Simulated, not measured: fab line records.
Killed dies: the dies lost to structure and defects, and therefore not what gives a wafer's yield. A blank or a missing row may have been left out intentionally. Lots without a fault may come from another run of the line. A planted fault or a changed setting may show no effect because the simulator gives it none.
8D (eight disciplines) problem report, filled in by code || flow sky130 || the parts of the form that need people (team, actions taken, sign-off) are left out

## 1. WHAT WENT WRONG
Mean of stripTimeToEndpointS at SKY_METAL4_STRIP_19: 4.38 s across 2 wafers in 2 lots; on wafers with no fault it is 6.45 s (standard deviation 0.12). That is -17 standard deviations from the usual mean.
The step: strips in O2/N2.
Earliest sighting: wafer L774.6 on plasmaAsher-04 at day 45 22:23. The record holds 30 wafers of 10 lots with a number at this step. The rule behind "out" and "out of limits": a value lying over 4 standard deviations away from the usual mean. Any other wafer with a number is counted as sound.

## 2. WHAT IT IS, WHAT IT ISN'T
{"question": "which readings at this step", "is": "stripTimeToEndpointS, oesProductAu", "is not": "drypumpMotorCurrentA"}
{"question": "which lots", "is": "L774, L775", "is not": "L759, L761, L763, L766, L772, L773, L779, L781"}
{"question": "which wafers of those lots", "is": "L774.6, L775.5", "is not": "L774.1, L774.3, L775.2, L775.3"}
{"question": "read on which tools", "is": "plasmaAsher-04", "is not": "plasmaAsher-02, plasmaAsher-03"}
{"question": "when", "is": "from day 45 22:23", "is not": "up to then (20 sound wafers); but 8 sound wafers of L775, L779, L781 came after"}

## 3. THE SUSPECTS, EACH WITH WHAT RULES IT OUT
Counting: a tool at a process step up to the reading stays a suspect if it ran every lot that is out. Sound lots after the first of them don't rule it out here, since some wafers of a struck lot are sound.
- rieMetal-02 at SKY_METAL4_METAL_ETCH_18 (etches the open film in Cl2/BCl3, stops on SiO2, target depth 845 nm, time 183.1 s): kept. It ran every lot that is out, first L774 (day 45 22:13); its last sound lot up to then is L763 (day 43 16:12).
- plasmaAsher-04 at SKY_METAL4_STRIP_19 (strips in O2/N2): kept. It ran every lot that is out, first L774 (day 45 22:23); its last sound lot up to then is L772 (day 45 17:52). On those wafers its own readings are out: oesProductAu, stripTimeToEndpointS.
The count leaves plasmaAsher-04 at SKY_METAL4_STRIP_19 and rieMetal-02 at SKY_METAL4_METAL_ETCH_18.

## 4. THE CAUSE (what the simulator had put in)
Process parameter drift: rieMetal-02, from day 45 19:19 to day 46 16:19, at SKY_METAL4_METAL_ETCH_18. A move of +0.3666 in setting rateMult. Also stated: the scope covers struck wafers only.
Of the 2 suspects that counting leaves, this tool is one.

## 5. THE EFFECT CHAIN, in route order
Each row: a reading where the mean over the struck wafers with a number is more than 3 standard deviations away from the usual. Only readings whose record carries a usual standard deviation are examined. hours: median over the lots of the time between each lot's start at the first step of this table that gives one and its start at this step. sigmas: the change, counted in usual standard deviations.
{"hours": 0, "step": "SKY_METAL4_STRIP_19", "reading": "oesProductAu", "usual": "0.499 a.u.", "on struck wafers": 0.408, "change": -0.091, "sigmas": -13}
{"hours": 0, "step": "SKY_METAL4_STRIP_19", "reading": "stripTimeToEndpointS", "usual": "6.45 s", "on struck wafers": 4.38, "change": -2.08, "sigmas": -17}
It contains these process steps:
- SKY_METAL4_STRIP_19: strips in O2/N2.

## 6. WHAT WOULD HAVE CAUGHT IT SOONER
3 hours passed between the start of the fault at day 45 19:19 and the first reading out of limits in this record, taken at day 45 22:23.
Tool readings at SKY_METAL4_METAL_ETCH_18 with a usual standard deviation given in the record: none out on any struck wafer, hence no alarm at a limit of 4 standard deviations on them.
L775, from the lots that are out (2), started SKY_METAL4_METAL_ETCH_18 on rieMetal-02 later than day 45 22:23. A tool hold placed at that time would have kept it from harm.
